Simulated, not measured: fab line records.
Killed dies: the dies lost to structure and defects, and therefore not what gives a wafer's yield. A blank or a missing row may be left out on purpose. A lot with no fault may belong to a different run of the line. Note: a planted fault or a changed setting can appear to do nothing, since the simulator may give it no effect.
Chamber matching + flow gf180mcu + cmp-02 running GF_CONTACT_CMP_04: 4 sister chambers
The step polishes SiO2. 8 wafers are shown with their chamber, then 8 later ones without.

WAFERS, EACH WITH ITS CHAMBER
| wafer  | chamber | motor-current-A (A) | time-to-endpoint-s (s) |
|--------|---------|---------------------|------------------------|
| L306.5 | 1       | 12.1                | 104                    |
| L308.2 | 1       | 12.7                | 118                    |
| L308.5 | 3       | 11.7                | 117                    |
| L311.3 | 0       | 11.1                | 117                    |
| L315.2 | 2       | 11.3                | 108                    |
| L315.4 | 0       | 10.7                | 116                    |
| L315.5 | 3       | 11.8                | 116                    |
| L321.2 | 2       | 11.4                | 99                     |

WAFERS WITH NO CHAMBER GIVEN
| wafer  | motor-current-A (A) | time-to-endpoint-s (s) |
|--------|---------------------|------------------------|
| L321.4 | 11.3                | 108                    |
| L321.6 | 10.8                | 104                    |
| L325.1 | 10.9                | 107                    |
| L325.3 | 12.7                | 110                    |
| L325.6 | 12.7                | 113                    |
| L329.1 | 10.4                | 104                    |
| L329.4 | 11.3                | 110                    |
| L329.5 | 12.5                | 113                    |

CHAMBER TAKEN BY EACH
| wafer  | from the rows above          | in truth |
|--------|------------------------------|----------|
| L321.4 | can't be placed: 2 or 0 or 3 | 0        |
| L321.6 | can't be placed: 2 or 0      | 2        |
| L325.1 | can't be placed: 0 or 2      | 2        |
| L325.3 | 1                            | 1        |
| L325.6 | 1                            | 1        |
| L329.1 | can't be placed: 0 or 2      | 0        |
| L329.4 | can't be placed: 2 or 0 or 3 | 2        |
| L329.5 | 1                            | 1        |
Correctly placed: 3 of 8. Not placeable from these rows: 5 (in 5, the candidates include the true chamber). Number placed wrongly: 0.
How it was worked out, from the rows above alone: a wafer's distance from a chamber is the root of the sum, over the readings, of the square of ((its reading less the chamber's mean) divided by the reading's scatter). The wafer belongs to the nearest chamber; if the next one is less than 2 further off, it can't be placed. For every chamber, the mean is computed from those of its wafers that are shown. The scatter is the square root of a quotient: the sum, over the shown wafers, of each reading's squared deviation from its chamber's mean, divided by wafers minus chambers.
